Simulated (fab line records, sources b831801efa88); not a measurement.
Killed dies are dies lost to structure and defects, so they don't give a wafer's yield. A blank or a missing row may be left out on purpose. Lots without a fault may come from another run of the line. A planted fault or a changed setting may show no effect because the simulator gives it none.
Chamber matching | flow sky130 | SKY_CONTACT_CMP_04 on cmp-01: 4 sister chambers
The step polishes SiO2. 16 wafers are shown with their chamber, then 7 later ones without.

WAFERS WITH THEIR CHAMBER
wafer  | chamber | motor_current_A (A) | time_to_endpoint_s (s)
L823.1 | 3       | 12.2                | 80
L823.4 | 2       | 12.1                | 82
L823.5 | 1       | 11.5                | 80
L825.1 | 1       | 10.7                | 91
L825.4 | 3       | 12.2                | 87
L825.6 | 0       | 13.0                | 97
L833.2 | 1       | 11.5                | 80
L833.5 | 3       | 12.0                | 82
L835.1 | 0       | 12.3                | 87
L835.2 | 3       | 11.6                | 85
L835.3 | 1       | 10.8                | 83
L836.1 | 0       | 12.7                | 83
L836.3 | 3       | 11.7                | 81
L836.6 | 1       | 11.3                | 80
L841.2 | 0       | 12.8                | 90
L841.3 | 1       | 11.0                | 85

SIGNATURES (means of the wafers above)
reading            | chamber 0 | chamber 1 | chamber 2 | chamber 3 | scatter within a chamber
motor_current_A    | 12.700    | 11.133    | 12.100    | 11.940    | 0.314
time_to_endpoint_s | 89.25     | 83.17     | 82.00     | 83.00     | 4.41
Rule: a wafer's distance from a chamber is the root of the sum, over the readings, of the square of ((its reading less the chamber's mean) divided by the reading's scatter). The wafer belongs to the nearest chamber; if the next one is less than 2 further off, it can't be placed. The scatter: the root of (the sum of the squares of (reading less its chamber's mean) over the shown wafers, divided by (wafers less chambers)).

WAFERS WITHOUT THEIR CHAMBER
wafer  | motor_current_A (A) | time_to_endpoint_s (s)
L841.5 | 11.7                | 90
L842.1 | 12.6                | 81
L842.4 | 11.0                | 81
L842.5 | 12.8                | 79
L843.2 | 11.3                | 81
L843.4 | 11.9                | 83
L843.5 | 12.4                | 81

WHICH CHAMBER EACH WENT THROUGH
wafer  | from the rows above               | in truth
L841.5 | can't be placed: 3 or 2 or 1 or 0 | 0
L842.1 | can't be placed: 2 or 0 or 3      | 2
L842.4 | 1                                 | 1
L842.5 | can't be placed: 2 or 0 or 3      | 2
L843.2 | can't be placed: 1 or 3 or 2      | 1
L843.4 | can't be placed: 3 or 2           | 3
L843.5 | can't be placed: 2 or 3 or 0      | 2
Placed correctly: 1 of 7. Can't be placed from these rows: 6 (the true chamber is among the candidates in 6). Placed wrongly: 0.
